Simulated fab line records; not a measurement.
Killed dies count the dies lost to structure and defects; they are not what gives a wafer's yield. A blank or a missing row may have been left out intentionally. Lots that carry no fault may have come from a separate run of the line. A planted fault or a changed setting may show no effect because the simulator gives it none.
fab line records	flow sky130
record: lots: 14	wafers: 42	lastDay: 50
route steps=708 shown VT_ADJUST_PCH@151 SONOS_TUNNEL@162 SONOS_ONO@173 POLY_GATE@229
lots that met no fault: from a run of the same line without faults
startH: hours from the record's first day to the start of the lot's first wafer shown	waitH: how many hours have passed since the lot's step before this one	" the same as in the row above	L1.1+2: a single row standing in for several wafers	- no value, or no start was given	* or withheld: withheld	< > ~ a bound
route shown NAME@n: names a module that has steps shown in the file, with the first one's number in the route	usual: mean/standard deviation taken from wafers without a fault	same: alike in all rows	chamber/n: place in a boat	sites: per-site readings	_std_site: standard deviation of those values	_edge_site: inner sites' mean taken away from outer sites' mean	radiusMm: how far each site lies from the wafer's centre	mask NAME#n: copy n	behind: the most recent tool/chamber to have shaped the wafer	hold: cause of the lot's hold/its duration in hours/its outcome	device: transistor that didn't switch, given as n, p or np	end of line: the same wafers' tests at the end of the route	a step given without rows: its recipe and nothing more	killed: the dies lost at the first sort to structure and to defects; this is not the yield of the wafer	map: dies across one wafer; x = killed, . = not, _ = none there
set.NAME: setting as actually run; set.NAME@STEP: the setting as run at that earlier step	model.NAME: the simulator's own value behind a step, which no gauge read
steps of the route over a sample of lots; a table a step, a row a wafer
services: the hour from which a tool's chamber was out of use, counted from the record's first day as startH (under 0 if before that day), plus the number of hours and why
== steps ==
step: SKY_VT_ADJUST_PCH_IMPLANT_08
recipe: species: B	energyKev: 9.864	doseCm2: 5e+11	tiltDeg: withheld
usual: beamEnergyKeV: 9.863/0.0034	beamOnS: 9.98/0.21
lot.wafer	tool	chamber	startH	waitH	beamEnergyKeV	beamOnS
L675.3	implanter-04	0	232.79	0.1	9.860	9.85
L675.4	"	0	"	"	9.862	10.06
L675.6	"	0	"	"	9.864	10.18
L676.1	implanter-02	0	240.29	0.0	9.860	10.09
L676.3	"	0	"	"	9.860	9.87
L676.6	"	0	"	"	9.860	9.97
L677.1	implanter-02	0	258.97	0.0	9.859	9.94
L677.3	"	0	"	"	9.857	9.73
L677.5	"	0	"	"	9.865	10.41
L678.1	implanter-04	0	270.18	0.0	9.868	10.06
L678.5	"	0	"	"	9.867	9.79
L678.6	"	0	"	"	9.868	10.41
L679.1	implanter-04	0	275.08	0.0	9.865	10.15
L679.5	"	0	"	"	9.865	10.09
L679.6	"	0	"	"	9.865	9.99
L680.1	implanter-04	0	277.79	0.0	9.862	9.49
L680.3	"	0	"	"	9.865	9.71
L680.6	"	0	"	"	9.860	10.10
L681.2	implanter-04	0	286.35	0.0	9.858	9.90
L681.4	"	0	"	"	9.864	9.71
L681.6	"	0	"	"	9.864	9.66
L683.1	implanter-02	0	305.03	0.0	9.867	10.06
L683.3	"	0	"	"	9.867	9.94
L683.6	"	0	"	"	9.865	9.99
L685.4	implanter-04	-	309.80	0.1	-	-
L685.5	"	-	"	"	-	-
L685.6	"	-	"	"	-	-
L686.3	implanter-02	-	323.54	0.1	-	-
L686.4	"	-	"	"	-	-
L686.6	"	-	"	"	-	-
L688.1	implanter-04	0	339.08	0.0	9.866	9.84
L688.2	"	0	"	"	9.865	9.74
L688.3	"	0	"	"	9.861	10.31
L695.1	implanter-01	0	394.17	0.0	9.867	10.23
L695.3	"	0	"	"	9.864	10.27
L695.6	"	0	"	"	9.863	9.92
L696.3	implanter-02	0	398.58	0.1	9.862	10.11
L696.4	"	0	"	"	9.865	10.42
L696.6	"	0	"	"	9.860	9.94
L697.4	implanter-01	0	403.25	0.1	9.862	10.10
L697.5	"	0	"	"	9.863	10.07
L697.6	"	0	"	"	9.862	10.34
step: SKY_VT_ADJUST_PCH_TW_MEAS_10
usual: VT_ADJUST_PCH_TW: 142.4/1.2
lot.wafer	tool	chamber	startH	waitH	VT_ADJUST_PCH_TW
L675.3	filmMetro-02	-	233.01	0.1	141.5
L675.4	"	-	"	"	141.3
L675.6	"	-	"	"	140.8
L676.1	filmMetro-02	-	240.54	0.1	141.7
L676.3	"	-	"	"	141.7
L676.6	"	-	"	"	142.0
L677.1	filmMetro-02	-	259.22	0.1	141.1
L677.3	"	-	"	"	141.3
L677.5	"	-	"	"	141.1
L678.1	filmMetro-03	-	270.43	0.1	144.2
L678.5	"	-	"	"	144.2
L678.6	"	-	"	"	143.1
L679.1	filmMetro-04	-	275.33	0.1	143.3
L679.5	"	-	"	"	142.5
L679.6	"	-	"	"	142.9
L680.1	filmMetro-02	-	278.04	0.1	142.7
L680.3	"	-	"	"	142.0
L680.6	"	-	"	"	142.4
L681.2	filmMetro-04	-	286.58	0.1	143.6
L681.4	"	-	"	"	143.2
L681.6	"	-	"	"	142.6
L683.1	filmMetro-02	-	305.28	0.1	142.5
L683.3	"	-	"	"	141.7
L683.6	"	-	"	"	141.2
L685.4	filmMetro-04	-	310.00	0.1	30.2
L685.5	"	-	"	"	30.2
L685.6	"	-	"	"	30.2
L686.3	filmMetro-03	-	323.76	0.1	30.2
L686.4	"	-	"	"	30.2
L686.6	"	-	"	"	30.1
L688.1	filmMetro-04	-	339.33	0.1	144.0
L688.2	"	-	"	"	144.5
L688.3	"	-	"	"	143.4
L695.1	filmMetro-02	-	394.42	0.1	140.1
L695.3	"	-	"	"	139.5
L695.6	"	-	"	"	140.6
L696.3	filmMetro-02	-	398.80	0.1	138.3
L696.4	"	-	"	"	139.8
L696.6	"	-	"	"	139.4
L697.4	filmMetro-03	-	403.46	0.1	144.1
L697.5	"	-	"	"	143.8
L697.6	"	-	"	"	144.0
step: SKY_SONOS_TUNNEL_OVL_MEAS_08
usual: SONOS_TUNNEL_OVL: -0.8/1.1
lot.wafer	tool	chamber	startH	waitH	SONOS_TUNNEL_OVL[nm]
L675.3	overlay-01	-	256.72	0.1	-1.0
L675.4	"	-	"	"	-2.3
L675.6	"	-	"	"	-3.3
L676.1	overlay-02	-	264.26	0.1	-1.2
L676.3	"	-	"	"	-0.8
L676.6	"	-	"	"	-1.7
L677.1	overlay-01	-	283.47	0.1	-1.4
L677.3	"	-	"	"	-0.2
L677.5	"	-	"	"	-0.3
L678.1	overlay-02	-	295.33	0.1	-1.4
L678.5	"	-	"	"	-1.4
L678.6	"	-	"	"	-3.4
L679.1	overlay-02	-	300.06	0.1	0.6
L679.5	"	-	"	"	-0.6
L679.6	"	-	"	"	-0.2
L680.1	overlay-02	-	303.16	0.1	-1.4
L680.3	"	-	"	"	-0.4
L680.6	"	-	"	"	-0.1
L681.2	overlay-01	-	312.17	0.1	-1.0
L681.4	"	-	"	"	-0.6
L681.6	"	-	"	"	-0.6
L683.1	overlay-01	-	330.58	0.1	-0.1
L683.3	"	-	"	"	0.7
L683.6	"	-	"	"	-2.0
L688.1	overlay-01	-	366.92	0.1	-1.0
L688.2	"	-	"	"	-2.5
L688.3	"	-	"	"	-2.2
L695.1	overlay-02	-	423.62	0.1	-1.3
L695.3	"	-	"	"	-2.0
L695.6	"	-	"	"	-1.9
L696.3	overlay-02	-	428.33	0.1	-0.4
L696.4	"	-	"	"	-1.7
L696.6	"	-	"	"	-0.6
L697.4	overlay-01	-	433.09	0.1	-1.2
L697.5	"	-	"	"	-0.7
L697.6	"	-	"	"	-3.2
step: SKY_SONOS_ONO_THK_MEAS_05
recipe: reads: SiO2_of_SONOS_ONO_CVD_04
usual: SONOS_ONO_CVD_04_THK: 5.78/0.12
lot.wafer	tool	chamber	startH	waitH	SONOS_ONO_CVD_04_THK[nm]
L675.3	filmMetro-03	-	262.33	0.0	5.67
L675.4	"	-	"	"	5.73
L675.6	"	-	"	"	5.83
L676.1	filmMetro-03	-	270.12	0.1	5.71
L676.3	"	-	"	"	5.68
L676.6	"	-	"	"	5.76
L677.1	filmMetro-03	-	287.76	0.0	5.71
L677.3	"	-	"	"	5.76
L677.5	"	-	"	"	5.80
L678.1	filmMetro-03	-	304.93	0.0	5.75
L678.5	"	-	"	"	5.72
L678.6	"	-	"	"	5.78
L679.1	filmMetro-03	-	306.51	0.0	5.81
L679.5	"	-	"	"	5.82
L679.6	"	-	"	"	5.76
L680.1	filmMetro-01	-	310.91	0.0	5.99
L680.3	"	-	"	"	5.94
L680.6	"	-	"	"	5.99
L681.2	filmMetro-03	-	322.12	0.0	6.02
L681.4	"	-	"	"	5.88
L681.6	"	-	"	"	5.75
L683.1	filmMetro-01	-	338.04	0.0	5.65
L683.3	"	-	"	"	5.60
L683.6	"	-	"	"	5.58
L688.1	filmMetro-03	-	373.47	0.0	5.71
L688.2	"	-	"	"	5.82
L688.3	"	-	"	"	5.89
L695.1	filmMetro-01	-	430.98	0.0	5.91
L695.3	"	-	"	"	6.02
L695.6	"	-	"	"	5.92
L696.3	filmMetro-03	-	435.26	0.0	5.58
L696.4	"	-	"	"	5.73
L696.6	"	-	"	"	5.64
L697.4	filmMetro-03	-	445.40	0.0	5.79
L697.5	"	-	"	"	5.75
L697.6	"	-	"	"	5.65
step: SKY_POLY_GATE_ETCH_15
recipe: chemistry: N2/H2	target: BARC	ionEnergyEv: 200	sourceW: 500	biasW: 100	pressureMtorr: 30	n2FlowSccm: 100	h2FlowSccm: 200	stopOn: SiO2	timeS: 118.5	targetDepthA: 1100
usual: drypumpMotorCurrentA: 5.8/0.37	oesProductAu: 0.717/0.0045	throttleValvePct: 13.212/0.0098
lot.wafer	tool	chamber	startH	waitH	drypumpMotorCurrentA	oesProductAu	rfHoursCounterH	throttleValvePct
L675.3	rieDiel-01	2	376.46	0.0	6.1	0.719	5	13.226
L675.4	"	2	"	"	6.1	0.713	-	13.203
L675.6	"	0	"	"	5.6	0.722	-	13.224
L676.1	rieDiel-02	0	384.86	0.0	6.5	0.711	11	13.194
L676.3	"	2	"	"	5.7	0.718	105	13.198
L676.6	"	3	"	"	5.1	0.712	-	13.213
L677.1	rieDiel-02	3	406.36	0.0	5.1	0.719	5	13.216
L677.3	"	2	"	"	5.7	0.721	105	13.204
L677.5	"	2	"	"	5.7	0.718	-	13.206
L678.1	rieDiel-01	3	421.60	0.0	5.5	0.713	0	13.230
L678.5	"	0	"	"	5.6	0.719	-	13.231
L678.6	"	3	"	"	5.5	0.714	-	13.211
L679.1	rieDiel-04	3	427.31	0.0	5.7	0.724	6	13.192
L679.5	"	2	"	"	5.8	0.709	-	13.222
L679.6	"	3	"	"	5.7	0.723	-	13.214
L680.1	rieDiel-02	1	432.91	0.0	5.4	0.716	55	13.222
L680.3	"	3	"	"	5.1	0.720	5	13.210
L680.6	"	3	"	"	5.1	0.725	-	13.229
L681.2	rieDiel-01	1	444.55	0.0	5.6	0.723	4	13.208
L681.4	"	0	"	"	5.6	0.715	13	13.202
L681.6	"	3	"	"	5.5	0.724	-	13.218
L683.1	rieDiel-04	1	466.83	0.0	6.2	0.717	2	13.206
L683.3	"	0	"	"	6.0	0.720	7	13.185
L683.6	"	0	"	"	6.0	0.720	-	13.196
L688.1	rieDiel-04	2	502.50	0.0	5.8	0.718	7	13.224
L688.2	"	0	"	"	6.0	0.722	8	13.212
L688.3	"	1	"	"	6.2	0.717	3	13.207
L695.1	rieDiel-01	0	562.40	0.0	5.6	0.723	16	13.211
L695.3	"	1	"	"	5.6	0.719	6	13.212
L695.6	"	3	"	"	5.5	0.717	-	13.216
L696.3	rieDiel-02	2	566.51	0.0	5.7	0.719	2	13.233
L696.4	"	1	"	"	5.4	0.715	-	13.209
L696.6	"	2	"	"	5.7	0.721	-	13.222
L697.4	rieDiel-01	2	577.09	0.0	6.1	0.715	10	13.225
L697.5	"	1	"	"	5.6	0.709	-	13.204
L697.6	"	0	"	"	5.6	0.715	-	13.215
== services ==
tool	chamber	startH	hours	kind
implanter-02	-	224.71	4.1	repair
implanter-04	-	247.53	2.4	repair
implanter-02	-	290.26	5.8	pm
rieDiel-01	-	321.94	15.6	pm
implanter-02	-	337.95	2.0	repair
rieDiel-01	-	346.84	0.4	repair
implanter-04	-	364.80	7.5	repair
rieDiel-02	3	366.64	3.8	repair
implanter-04	-	376.91	15.6	repair
rieDiel-01	1	379.34	6.1	repair
rieDiel-04	2	387.48	5.0	repair
rieDiel-01	3	400.71	3.0	repair
implanter-02	-	416.99	3.8	repair
rieDiel-01	1	445.24	5.1	repair
implanter-02	-	449.09	4.7	pm
implanter-04	-	450.63	1.0	repair
implanter-04	-	495.42	5.6	repair
rieDiel-01	3	495.91	1.4	repair
rieDiel-02	3	507.28	12.7	repair
rieDiel-01	0	511.73	3.2	repair
rieDiel-02	1	544.40	7.7	repair
rieDiel-02	3	555.16	17.2	repair
rieDiel-02	-	559.94	4.3	pm
rieDiel-02	0	566.82	5.0	repair
== key ==
firstSign: step: SKY_VT_ADJUST_PCH_IMPLANT_08	reading: toolRecord	direction: missing
effect: step: SKY_VT_ADJUST_PCH_TW_MEAS_10	reading: VT_ADJUST_PCH_TW	direction: down	sigmas: 93	usual: 142.4	struck: 30.2
metAt SKY_VT_ADJUST_PCH_IMPLANT_08
struckLots L685,L686
laterRowsLeftOut L685.4,L685.5,L685.6,L686.3,L686.4,L686.6
sortLeftOut L685.4,L685.5,L685.6,L686.3,L686.4,L686.6
testerLeftOut L685,L686
notActingAt SKY_SONOS_TUNNEL_OVL_MEAS_08,SKY_SONOS_ONO_THK_MEAS_05,SKY_POLY_GATE_ETCH_15
onsetBetween 305.03 309.80
fault: kind: skippedStepWhole	tool: implanter-02,implanter-04	chamber: -	onsetH: 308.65	steps: SKY_VT_ADJUST_PCH_IMPLANT_08	scope: struckLotsOnly
testerLeftOut: of these lots the tester's yield and bins aren't shown, on N5 and GAA mostly nor the transistor test; their killed dies are dies lost to structure and defects alone, not to doping, threshold or leakage, so they don't give the yield
sortLeftOut: the simulated sort isn't trusted on such a fault, so these wafers' sort isn't shown, and their yield isn't known
laterRowsLeftOut: the simulator's readings of these wafers behind a module that went badly wrong aren't trusted and aren't shown, but for the sort
